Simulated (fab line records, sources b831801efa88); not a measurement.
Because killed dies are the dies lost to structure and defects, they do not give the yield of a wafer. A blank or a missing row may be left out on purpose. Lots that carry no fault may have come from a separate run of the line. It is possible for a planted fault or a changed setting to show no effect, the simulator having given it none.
Which of the tools did it?	flow gf180mcu	24 lots, 72 wafers sampled, at 4 steps of a route of 602

## WHAT THE GAUGES SHOWED, per wafer
GF_CONTACT_THK_MEAS_01.
lot	measured	on	CONTACT_CVD_00_THK (nm)
L074	day 15 00:21	filmMetro-03	299.3 302.5 299.6
L075	day 15 09:46	filmMetro-02	299.7 299.9 302.7
L076	day 15 21:08	filmMetro-02	296.7 298.3 298.1
L077	day 16 00:44	filmMetro-04	301.5 302.5 301.5
L078	day 16 12:08	filmMetro-04	301.1 297.0 299.5
L079	day 16 22:43	filmMetro-04	303.9 304.9 306.6
L080	day 17 08:20	filmMetro-02	303.9 307.0 301.6
L081	day 17 12:21	filmMetro-04	300.2 294.8 301.2
L082	day 18 00:41	filmMetro-04	302.0 302.5 301.7
L083	day 18 10:44	filmMetro-02	295.9 298.3 296.5
L084	day 18 19:36	filmMetro-03	300.2 297.4 296.7
L085	day 19 01:20	filmMetro-04	297.6 300.9 301.3
L086	day 19 10:56	filmMetro-04	298.1 299.8 298.7
L087	day 20 05:19	filmMetro-04	299.5 304.7 302.2
L088	day 20 06:25	filmMetro-02	297.1 304.2 299.6
L089	day 20 20:19	filmMetro-03	301.6 300.9 300.3
L090	day 20 23:18	filmMetro-04	300.9 301.5 302.7
L091	day 21 11:15	filmMetro-03	303.1 301.6 300.5
L092	day 21 14:23	filmMetro-02	298.6 297.9 299.7
L093	day 22 11:53	filmMetro-03	298.8 301.8 299.0
L094	day 22 15:04	filmMetro-04	299.4 301.1 298.1
L096	day 22 21:02	filmMetro-03	301.2 302.4 300.3
L095	day 22 21:29	filmMetro-02	299.0 301.9 299.6
L097	day 23 10:15	filmMetro-03	301.0 302.2 304.5

GF_V2_THK_MEAS_03.
lot	measured	on	V2_CVD_02_THK (nm)
L074	day 19 00:34	filmMetro-04	839 863 834
L075	day 19 11:38	filmMetro-03	836 838 836
L076	day 20 00:43	filmMetro-02	839 850 858
L077	day 20 04:32	filmMetro-03	865 875 880
L078	day 20 17:41	filmMetro-03	833 828 848
L079	day 21 05:08	filmMetro-03	857 845 865
L080	day 21 13:34	filmMetro-02	838 839 857
L081	day 21 20:33	filmMetro-03	848 857 853
L082	day 22 07:52	filmMetro-03	842 843 866
L083	day 22 18:07	filmMetro-03	845 860 868
L084	day 23 01:56	filmMetro-03	847 845 859
L085	day 23 07:31	filmMetro-02	839 839 855
L086	day 23 14:27	filmMetro-04	837 842 839
L087	day 24 08:21	filmMetro-02	836 854 867
L088	day 24 09:08	filmMetro-03	843 845 855
L089	day 24 21:21	filmMetro-04	853 857 856
L090	day 25 00:14	filmMetro-02	831 845 846
L091	day 25 12:01	filmMetro-02	860 855 863
L092	day 25 14:23	filmMetro-02	840 844 841
L093	day 26 09:39	filmMetro-02	840 850 854
L094	day 26 12:55	filmMetro-02	841 859 856
L096	day 26 17:35	filmMetro-04	844 841 849
L095	day 26 19:10	filmMetro-03	856 863 860
L097	day 27 06:23	filmMetro-02	836 837 858

## WHAT TOOL EACH LOT RAN ON (gives the tool, then ch and the chambers of the sampled wafers, and finally the start)
lot	GF_CONTACT_CVD_02	GF_M2_METAL_ETCH_16
L074	pecvd-04 ch 0,1, day 15 00:24	rieMetal-02 ch 0,1, day 18 23:41
L075	pecvd-03 ch 0,1,2, day 15 09:48	rieMetal-03 ch 0,1, day 19 10:46
L076	pecvd-02 ch 0,2, day 15 21:11	rieMetal-01 ch 1, day 19 23:49
L077	pecvd-04 ch 0,1,2, day 16 00:47	rieMetal-02 ch 0,1, day 20 03:40
L078	pecvd-04 ch 1,2, day 16 12:12	rieMetal-03 ch 0,1, day 20 16:46
L079	pecvd-04 ch 1,2, day 16 22:46	rieMetal-01 ch 0,1, day 21 04:16
L080	pecvd-02 ch 1,2, day 17 08:23	rieMetal-01 ch 0,1, day 21 12:40
L081	pecvd-03 ch 0,1,2, day 17 12:23	rieMetal-02 ch 0,1, day 21 19:43
L082	pecvd-02 ch 0,2, day 18 00:45	rieMetal-02 ch 0,1, day 22 06:59
L083	pecvd-04 ch 0,1, day 18 10:47	rieMetal-03 ch 0, day 22 17:07
L084	pecvd-03 ch 0,1, day 18 19:39	rieMetal-02 ch 0, day 23 00:59
L085	pecvd-04 ch 0,1,2, day 19 01:23	rieMetal-01 ch 0,1, day 23 06:38
L086	pecvd-04 ch 0,1,2, day 19 10:59	rieMetal-01 ch 0, day 23 13:35
L087	pecvd-02 ch 1,2, day 20 05:23	rieMetal-01 ch 0,1, day 24 07:26
L088	pecvd-03 ch 0,1,2, day 20 06:29	rieMetal-02 ch 0, day 24 08:12
L089	pecvd-02 ch 0,1,2, day 20 20:23	rieMetal-01 ch 0,1, day 24 20:29
L090	pecvd-03 ch 0,1, day 20 23:22	rieMetal-03 ch 0,1, day 24 23:22
L091	pecvd-04 ch 0,1,2, day 21 11:19	rieMetal-03 ch 0,1, day 25 11:10
L092	pecvd-03 ch 0,1,2, day 21 14:27	rieMetal-02 ch 0,1, day 25 13:31
L093	pecvd-04 ch 1,2, day 22 11:56	rieMetal-02 ch 0,1, day 26 08:44
L094	pecvd-02 ch 1,2, day 22 15:07	rieMetal-03 ch 0,1, day 26 12:02
L096	pecvd-03 ch 0,1,2, day 22 21:06	rieMetal-02 ch 1, day 26 16:40
L095	pecvd-02 ch 0,1,2, day 22 21:32	rieMetal-03 ch 0,1, day 26 18:19
L097	pecvd-02 ch 0,2, day 23 10:18	rieMetal-01 ch 1, day 27 05:25
- GF_CONTACT_CVD_02: deposits SiO2 from TEOS, target thk 860 nm, time 95.992 s.
- GF_M2_METAL_ETCH_16: etches the open film in Cl2/BCl3, stops on SiO2, target depth 750.8 nm, time 125.1 s.

## AS READ BY THE TOOLS THEMSELVES (means over the sampled wafers that have a number; for cases with no such wafer, the mark the record gives instead)
GF_CONTACT_CVD_02.
lot	tool	heaterPowerOuterW (W)	heaterPowerW (W)
L074	pecvd-04	387	658
L075	pecvd-03	426	740
L076	pecvd-02	337	630
L077	pecvd-04	435	710
L078	pecvd-04	435	742
L079	pecvd-04	410	709
L080	pecvd-02	404	738
L081	pecvd-03	464	806
L082	pecvd-02	333	622
L083	pecvd-04	444	708
L084	pecvd-03	404	746
L085	pecvd-04	411	689
L086	pecvd-04	425	710
L087	pecvd-02	404	747
L088	pecvd-03	452	783
L089	pecvd-02	358	655
L090	pecvd-03	526	906
L091	pecvd-04	375	645
L092	pecvd-03	479	807
L093	pecvd-04	426	731
L094	pecvd-02	373	683
L096	pecvd-03	451	780
L095	pecvd-02	329	618
L097	pecvd-02	329	609

GF_M2_METAL_ETCH_16.
lot	tool	drypumpMotorCurrentA (A)	oesProductAu (a.u.)	throttleValvePct (%)
L074	rieMetal-02	5.89	0.987	28.236
L075	rieMetal-03	5.60	0.988	28.239
L076	rieMetal-01	5.55	0.989	28.229
L077	rieMetal-02	5.91	0.994	28.227
L078	rieMetal-03	5.57	0.988	28.230
L079	rieMetal-01	5.55	0.995	28.228
L080	rieMetal-01	5.57	0.992	28.232
L081	rieMetal-02	5.90	0.986	28.231
L082	rieMetal-02	5.88	0.991	28.227
L083	rieMetal-03	5.44	0.989	28.230
L084	rieMetal-02	5.89	0.990	28.220
L085	rieMetal-01	5.58	0.994	28.234
L086	rieMetal-01	5.56	0.987	28.226
L087	rieMetal-01	5.55	0.991	28.227
L088	rieMetal-02	5.87	0.990	28.228
L089	rieMetal-01	5.56	0.991	28.220
L090	rieMetal-03	5.52	0.991	28.235
L091	rieMetal-03	5.53	0.988	28.225
L092	rieMetal-02	5.88	0.984	28.220
L093	rieMetal-02	5.89	0.984	28.227
L094	rieMetal-03	5.59	0.986	28.235
L096	rieMetal-02	5.88	0.992	28.238
L095	rieMetal-03	5.60	0.989	28.230
L097	rieMetal-01	5.55	0.996	28.234

## THE ANSWER, worked out from the rows above alone
Rule: the lots themselves supply what counts as usual. The widest of any qualifying gaps counts: lots, ordered by their means at a reading, are off when they make up no more than a third of the lots, leave a main group of 4 or more, and stand apart from it by 3 or more times the standard deviation of that group's means. A main group is skipped when, at the precision printed for the reading in the tables above, its means are all equal. A lot without any number at a reading at which 4 lots or more have one is off too. Where the step has rows for the other lots, those lots are counted as sound. Order of review: gauges by route order, followed by the tools' own readings, for which a lot's mean as printed above is used. At the first step where some lot is off, the reading lying furthest off is the one used; lots without a number count as furthest.
None of the lots is off at any reading shown; this tells nothing.

## WHAT THE SIMULATOR PUT IN
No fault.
